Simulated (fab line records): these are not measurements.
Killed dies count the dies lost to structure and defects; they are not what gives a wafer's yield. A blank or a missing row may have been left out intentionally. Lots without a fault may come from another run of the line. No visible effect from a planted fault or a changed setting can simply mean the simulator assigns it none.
2 desks looking at one fault ; flow sky130 ; each desk holds nothing but its own numbers, with what lay behind them at the end

FROM THE METROLOGY DESK
What the gauges read for every lot (on any tool): the sampled wafers with a number, averaged. The brackets show how far a lot's mean lies from the usual mean; more than 4 standard deviations puts the lot out of limits, marked OUT.
Columns: A = cd nm at SKY_VT_ADJUST_HVTP_CD_MEAS_07, usual 380.3 nm; B = VT_ADJUST_NCORE_OVL at SKY_VT_ADJUST_NCORE_OVL_MEAS_08, usual 0.8 nm; C = VT_ADJUST_PCH_TW at SKY_VT_ADJUST_PCH_TW_MEAS_10, usual 141.7
lot;first seen here;A;B;C
L462;day 6 15:02;380.5;-2.0;143.5
L463;day 6 22:25;379.3;1.1;139.9
L465;day 7 10:11;378.9;0.7;142.2
L466;day 7 17:03;375.7;0.1;139.7
L467;day 8 02:34;377.6;1.5;144.0
L468;day 8 05:17;380.5;2.9;140.6
L470;day 8 15:13;380.5;0.3;140.7
L474;day 9 21:16;378.4;1.1;142.5
L475;day 9 23:15;382.1;3.4;139.6
L476;day 10 04:07;379.3;0.5;139.6
L481;day 11 16:16;384.3;2.3;147.9 (+4.8) OUT
L483;day 12 06:20;382.0;-0.1;146.6
Per this desk, out of limits: L481; the first was L481, day 17 06:47 (VT_ADJUST_PCH_TW at SKY_VT_ADJUST_PCH_TW_MEAS_10). In limits: L462, L463, L465, L466, L467, L468, L470, L474, L475, L476, L483.

TOOL OWNER'S DESK, implanter-04
The tool's own readings at SKY_VT_ADJUST_PCH_IMPLANT_08: means of the sampled wafers that have a number, for each lot that ran on this tool. The brackets show how far a lot's mean lies from the usual mean; more than 4 standard deviations puts the lot out of limits, marked OUT.
Columns: A = beam on s at SKY_VT_ADJUST_PCH_IMPLANT_08, usual 10.00 s; B = end station pressure torr at SKY_VT_ADJUST_PCH_IMPLANT_08, usual 5.04e-06 Torr; C = faraday current uA at SKY_VT_ADJUST_PCH_IMPLANT_08, usual 2.82
lot;first seen here;A;B;C
L465;day 12 02:56;10.05;5.14e-06;2.81
L467;day 12 20:34;10.07;5.09e-06;2.80
L468;day 13 01:53;10.01;4.82e-06;2.82
L474;day 14 23:59;9.98;4.96e-06;2.82
L481;day 17 06:34;11.61 (+7.3) OUT;8.02e-05 (+99 or more) OUT;2.40 (-6.9) OUT
L483;day 17 21:19;11.47 (+6.7) OUT;8.33e-05 (+99 or more) OUT;2.42 (-6.6) OUT
This desk's verdict: out of limits on L481, L483, starting with L481 at day 17 06:34 (beam on s at SKY_VT_ADJUST_PCH_IMPLANT_08). In limits: L465, L467, L468, L474.

ALL TOGETHER
An alarm could have come from the tool owner's desk at day 17 06:34, on L481, L483.
L481 would have let the metrology desk raise an alarm at day 17 06:47.
The metrology desk has L483 on record, within its limits.
The lots listed all ran SKY_VT_ADJUST_PCH_IMPLANT_08 on implanter-04.

WHAT WAS PUT IN BY THE SIMULATOR
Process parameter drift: implanter-04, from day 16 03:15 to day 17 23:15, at SKY_VT_ADJUST_PCH_IMPLANT_08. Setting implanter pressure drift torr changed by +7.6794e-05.
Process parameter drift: implanter-04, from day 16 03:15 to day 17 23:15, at SKY_VT_ADJUST_PCH_IMPLANT_08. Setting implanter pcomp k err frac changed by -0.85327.
Struck lots among those shown: L481, L483.
Delay (hours) between the fault's onset and each desk's first out-of-limits reading: 27 at the tool owner's desk, 28 at the metrology desk.
